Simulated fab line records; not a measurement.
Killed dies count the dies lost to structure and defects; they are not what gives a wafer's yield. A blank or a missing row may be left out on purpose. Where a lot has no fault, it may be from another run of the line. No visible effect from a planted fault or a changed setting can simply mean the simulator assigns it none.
Chamber matching :: flow gf180mcu :: cmp-01 running GF_V5_CMP_26: 4 sister chambers
The step polishes, stops on SiO2, t overpolish 15 s, target thk 0 nm. 16 wafers are shown with their chamber, then 8 later ones without.

== WAFERS, EACH WITH ITS CHAMBER ==
wafer: L909.2
chamber: 2
motorCurrentA (A): 10.7
timeToEndpointS (s): 85
overpolishRunS (s): 15.008

wafer: L909.4
chamber: 1
motorCurrentA (A): 8.9
timeToEndpointS (s): 87
overpolishRunS (s): 15.013

wafer: L909.5
chamber: 1
motorCurrentA (A): 9.2
timeToEndpointS (s): 90
overpolishRunS (s): 14.998

wafer: L910.1
chamber: 1
motorCurrentA (A): 9.1
timeToEndpointS (s): 83
overpolishRunS (s): 15.002

wafer: L910.4
chamber: 3
motorCurrentA (A): 13.2
timeToEndpointS (s): 79
overpolishRunS (s): 15.000

wafer: L910.6
chamber: 2
motorCurrentA (A): 11.0
timeToEndpointS (s): 83
overpolishRunS (s): 14.977

wafer: L912.2
chamber: 1
motorCurrentA (A): 9.3
timeToEndpointS (s): 85
overpolishRunS (s): 14.990

wafer: L912.3
chamber: 0
motorCurrentA (A): 9.1
timeToEndpointS (s): 88
overpolishRunS (s): 14.989

wafer: L912.6
chamber: 0
motorCurrentA (A): 9.4
timeToEndpointS (s): 83
overpolishRunS (s): 14.999

wafer: L921.2
chamber: 1
motorCurrentA (A): 9.6
timeToEndpointS (s): 89
overpolishRunS (s): 14.993

wafer: L921.4
chamber: 2
motorCurrentA (A): 11.1
timeToEndpointS (s): 84
overpolishRunS (s): 14.998

wafer: L921.5
chamber: 0
motorCurrentA (A): 9.3
timeToEndpointS (s): 88
overpolishRunS (s): 15.000

wafer: L922.4
chamber: 3
motorCurrentA (A): 12.3
timeToEndpointS (s): 82
overpolishRunS (s): 14.998

wafer: L922.5
chamber: 3
motorCurrentA (A): 12.6
timeToEndpointS (s): 81
overpolishRunS (s): 15.012

wafer: L922.6
chamber: 2
motorCurrentA (A): 10.8
timeToEndpointS (s): 85
overpolishRunS (s): 15.011

wafer: L923.1
chamber: 0
motorCurrentA (A): 9.3
timeToEndpointS (s): 85
overpolishRunS (s): 15.006

SIGNATURES, as means of the wafers listed above
reading: motorCurrentA
chamber 0: 9.275
chamber 1: 9.220
chamber 2: 10.900
chamber 3: 12.700
scatter within a chamber: 0.264

reading: timeToEndpointS
chamber 0: 86.00
chamber 1: 86.80
chamber 2: 84.25
chamber 3: 80.67
scatter within a chamber: 2.2

reading: overpolishRunS
chamber 0: 14.99850
chamber 1: 14.99920
chamber 2: 14.99850
chamber 3: 15.00333
scatter within a chamber: 0.0104
Rule: for each reading, subtract the chamber's mean from the wafer's reading, divide by that reading's scatter and square the result; add these up over the readings and take the root, which gives the wafer's distance from the chamber. The wafer belongs to the nearest chamber; if the next one is less than 2 further off, it can't be placed. The scatter: take each reading less its chamber's mean, square it, sum over the shown wafers, divide by the number of wafers less the number of chambers, and take the root.

== WAFERS WITH NO CHAMBER GIVEN ==
wafer: L923.2
motorCurrentA (A): 8.9
timeToEndpointS (s): 88
overpolishRunS (s): 14.999

wafer: L923.3
motorCurrentA (A): 10.8
timeToEndpointS (s): 82
overpolishRunS (s): 14.998

wafer: L924.2
motorCurrentA (A): 10.8
timeToEndpointS (s): 85
overpolishRunS (s): 15.016

wafer: L924.4
motorCurrentA (A): 9.2
timeToEndpointS (s): 80
overpolishRunS (s): 15.004

wafer: L924.5
motorCurrentA (A): 9.0
timeToEndpointS (s): 87
overpolishRunS (s): 15.006

wafer: L927.1
motorCurrentA (A): 11.6
timeToEndpointS (s): 87
overpolishRunS (s): 15.011

wafer: L927.2
motorCurrentA (A): 9.7
timeToEndpointS (s): 84
overpolishRunS (s): 14.993

wafer: L927.4
motorCurrentA (A): 9.0
timeToEndpointS (s): 83
overpolishRunS (s): 15.015

== EACH ONE'S CHAMBER ==
wafer: L923.2
from the rows above: can't be placed: 1 or 0
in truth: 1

wafer: L923.3
from the rows above: 2
in truth: 2

wafer: L924.2
from the rows above: 2
in truth: 2

wafer: L924.4
from the rows above: can't be placed: 0 or 1
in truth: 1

wafer: L924.5
from the rows above: can't be placed: 1 or 0
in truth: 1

wafer: L927.1
from the rows above: can't be placed: 2 or 3
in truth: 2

wafer: L927.2
from the rows above: can't be placed: 0 or 1
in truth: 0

wafer: L927.4
from the rows above: can't be placed: 0 or 1
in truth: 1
Placed correctly: 2 of 8. Cannot be placed on the basis of these rows: 6; the candidates contain the true chamber in 6. Placed wrongly: 0.
